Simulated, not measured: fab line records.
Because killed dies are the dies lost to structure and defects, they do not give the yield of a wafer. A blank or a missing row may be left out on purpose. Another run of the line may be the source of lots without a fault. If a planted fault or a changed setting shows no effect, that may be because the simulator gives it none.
Comparing a struck lot with a sound one -- flow sfqLine -- 4 steps out of a route of 325
Sound: these wafers, L997.1, L997.2, L997.6. The struck wafers were L107.2, L107.3, L107.5. At the end, the cause is stated.
Order at every step that has rows: each side's tool, ch and its chambers, its first start. Under that, the readings that differ: sound wafers -- struck wafers -- difference of the means -- sigmas: that difference in standard deviations of wafers without a fault.
alike: readings with means less than 2 such deviations apart, plus words and numbers identical on both sides. not compared: withheld readings, readings lacking a value on some wafer, bounds such as >300 that could conceal the same value, and numbers that have no deviation in the record and whose values overlap.
A row with sigmas, a row that says differs or no value, or rows on one side alone: a step with any of these is where the two part. When numbers do not overlap yet have no deviation, they are printed without sigmas and do not part them. Lack of a reading on every wafer of one side parts them only where that side has two or more wafers.

SFQ_INCOMING_BOW_MEAS_900:
  struck on filmMetro-04, day 5 04:01; sound on filmMetro-02, day 3 02:00
  alike: INCOMING_BOW
then, 1 step without rows for these wafers: SFQ_TRILAYER_INCOMING_OXIDATION_002 (target thk 500 nm, ox time 4939 s).
SFQ_TRILAYER_L0_DEP_SPUTTER_003: material MoNx KI, target thk 40 nm, time 100 s.
  struck on pvdSputter-05, day 5 06:29; sound on pvdSputter-05, day 3 04:29
reading,sound,struck,difference,sigmas
chamberPressurePa (Pa),0.3998 0.4008 0.3998,0.4564 0.4571 0.4554,+0.0562,+76
  alike: throttleValvePct
SFQ_L0_RS_MEAS_901: the measuring method here is four-point-probe.
  struck on filmMetro-03, day 5 06:35; sound on filmMetro-03, day 3 04:34
  alike: L0_MONX_KI_RS

## WHERE THEY PART
Only at SFQ_TRILAYER_L0_DEP_SPUTTER_003, as far as this record shows. Later steps at which nothing parts them and some readings are alike: SFQ_L0_RS_MEAS_901.

WHY: the cause the simulator had injected
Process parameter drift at SFQ_TRILAYER_L0_DEP_SPUTTER_003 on pvdSputter-05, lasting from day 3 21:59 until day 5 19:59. A move of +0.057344 in setting chamberPressurePa, from 0.4. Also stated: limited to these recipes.
